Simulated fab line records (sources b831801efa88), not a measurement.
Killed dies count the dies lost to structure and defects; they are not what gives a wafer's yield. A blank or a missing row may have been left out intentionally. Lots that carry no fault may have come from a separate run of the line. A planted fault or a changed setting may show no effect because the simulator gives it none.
Chamber matching || flow sky130 || 4 sister chambers for SKY_LI_CONTACT_CMP_24 on cmp-02
The step polishes, stops on PSG, t overpolish 20 s, target thk 0 nm. 18 wafers are shown with their chamber, then 9 later ones without.

## WAFERS WITH THEIR CHAMBER
{"wafer": "L077.4", "chamber": 3, "motorCurrentA (A)": 12.5, "overpolishRunS (s)": 19.996, "timeToEndpointS (s)": 97}
{"wafer": "L077.5", "chamber": 2, "motorCurrentA (A)": 12.0, "overpolishRunS (s)": 19.994, "timeToEndpointS (s)": 95}
{"wafer": "L077.6", "chamber": 1, "motorCurrentA (A)": 10.4, "overpolishRunS (s)": 20.015, "timeToEndpointS (s)": 94}
{"wafer": "L081.3", "chamber": 1, "motorCurrentA (A)": 10.5, "overpolishRunS (s)": 19.990, "timeToEndpointS (s)": 98}
{"wafer": "L081.4", "chamber": 2, "motorCurrentA (A)": 12.2, "overpolishRunS (s)": 20.003, "timeToEndpointS (s)": 98}
{"wafer": "L081.6", "chamber": 1, "motorCurrentA (A)": 10.7, "overpolishRunS (s)": 20.000, "timeToEndpointS (s)": 97}
{"wafer": "L087.2", "chamber": 3, "motorCurrentA (A)": 11.9, "overpolishRunS (s)": 20.005, "timeToEndpointS (s)": 97}
{"wafer": "L087.3", "chamber": 1, "motorCurrentA (A)": 11.0, "overpolishRunS (s)": 19.993, "timeToEndpointS (s)": 96}
{"wafer": "L087.6", "chamber": 1, "motorCurrentA (A)": 10.6, "overpolishRunS (s)": 20.005, "timeToEndpointS (s)": 98}
{"wafer": "L086.2", "chamber": 2, "motorCurrentA (A)": 12.7, "overpolishRunS (s)": 20.012, "timeToEndpointS (s)": 97}
{"wafer": "L086.3", "chamber": 3, "motorCurrentA (A)": 12.2, "overpolishRunS (s)": 19.998, "timeToEndpointS (s)": 99}
{"wafer": "L086.6", "chamber": 0, "motorCurrentA (A)": 11.1, "overpolishRunS (s)": 19.994, "timeToEndpointS (s)": 94}
{"wafer": "L088.1", "chamber": 1, "motorCurrentA (A)": 10.9, "overpolishRunS (s)": 20.012, "timeToEndpointS (s)": 99}
{"wafer": "L088.2", "chamber": 2, "motorCurrentA (A)": 12.9, "overpolishRunS (s)": 19.990, "timeToEndpointS (s)": 101}
{"wafer": "L088.3", "chamber": 0, "motorCurrentA (A)": 10.5, "overpolishRunS (s)": 19.994, "timeToEndpointS (s)": 101}
{"wafer": "L091.3", "chamber": 0, "motorCurrentA (A)": 10.9, "overpolishRunS (s)": 19.997, "timeToEndpointS (s)": 97}
{"wafer": "L091.5", "chamber": 0, "motorCurrentA (A)": 11.5, "overpolishRunS (s)": 19.998, "timeToEndpointS (s)": 98}
{"wafer": "L091.6", "chamber": 3, "motorCurrentA (A)": 12.6, "overpolishRunS (s)": 20.010, "timeToEndpointS (s)": 100}

SIGNATURES (averages over the wafers above)
{"reading": "motorCurrentA", "chamber 0": 11.000, "chamber 1": 10.683, "chamber 2": 12.450, "chamber 3": 12.300, "scatter within a chamber": 0.34}
{"reading": "overpolishRunS", "chamber 0": 19.99575, "chamber 1": 20.00250, "chamber 2": 19.99975, "chamber 3": 20.00225, "scatter within a chamber": 0.00816}
{"reading": "timeToEndpointS", "chamber 0": 97.50, "chamber 1": 97.00, "chamber 2": 97.75, "chamber 3": 98.25, "scatter within a chamber": 2.18}
Rule: for a wafer and a chamber, the distance is found by dividing, reading by reading, the gap between the wafer's reading and the chamber's mean by the reading's scatter, squaring, summing and taking the root. If the next closest chamber is less than 2 further off than the closest, the wafer can't be placed; otherwise it belongs to the closest. The scatter: the root of (the sum of the squares of (reading less its chamber's mean) over the shown wafers, divided by (wafers less chambers)).

## WAFERS MISSING THEIR CHAMBER
{"wafer": "L092.2", "motorCurrentA (A)": 10.3, "overpolishRunS (s)": 19.991, "timeToEndpointS (s)": 100}
{"wafer": "L092.5", "motorCurrentA (A)": 10.5, "overpolishRunS (s)": 20.001, "timeToEndpointS (s)": 99}
{"wafer": "L092.6", "motorCurrentA (A)": 12.2, "overpolishRunS (s)": 20.002, "timeToEndpointS (s)": 98}
{"wafer": "L095.1", "motorCurrentA (A)": 12.8, "overpolishRunS (s)": 19.995, "timeToEndpointS (s)": 104}
{"wafer": "L095.5", "motorCurrentA (A)": 10.5, "overpolishRunS (s)": 19.995, "timeToEndpointS (s)": 97}
{"wafer": "L095.6", "motorCurrentA (A)": 11.3, "overpolishRunS (s)": 19.995, "timeToEndpointS (s)": 105}
{"wafer": "L097.3", "motorCurrentA (A)": 12.6, "overpolishRunS (s)": 19.992, "timeToEndpointS (s)": 102}
{"wafer": "L097.4", "motorCurrentA (A)": 12.1, "overpolishRunS (s)": 20.010, "timeToEndpointS (s)": 100}
{"wafer": "L097.5", "motorCurrentA (A)": 13.2, "overpolishRunS (s)": 19.996, "timeToEndpointS (s)": 98}

## CHAMBER TAKEN BY EACH
{"wafer": "L092.2", "from the rows above": "can't be placed: 1 or 0", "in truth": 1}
{"wafer": "L092.5", "from the rows above": "can't be placed: 1 or 0", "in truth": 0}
{"wafer": "L092.6", "from the rows above": "can't be placed: 3 or 2", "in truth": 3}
{"wafer": "L095.1", "from the rows above": "can't be placed: 2 or 3", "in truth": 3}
{"wafer": "L095.5", "from the rows above": "can't be placed: 1 or 0", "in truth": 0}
{"wafer": "L095.6", "from the rows above": "can't be placed: 0 or 1 or 3 or 2", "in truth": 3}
{"wafer": "L097.3", "from the rows above": "can't be placed: 2 or 3", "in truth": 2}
{"wafer": "L097.4", "from the rows above": "can't be placed: 3 or 2", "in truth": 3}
{"wafer": "L097.5", "from the rows above": "can't be placed: 2 or 3", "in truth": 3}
0 of 9 placed correctly. These rows do not allow placing 9 (true chamber among the candidates in 9). Number placed wrongly: 0.
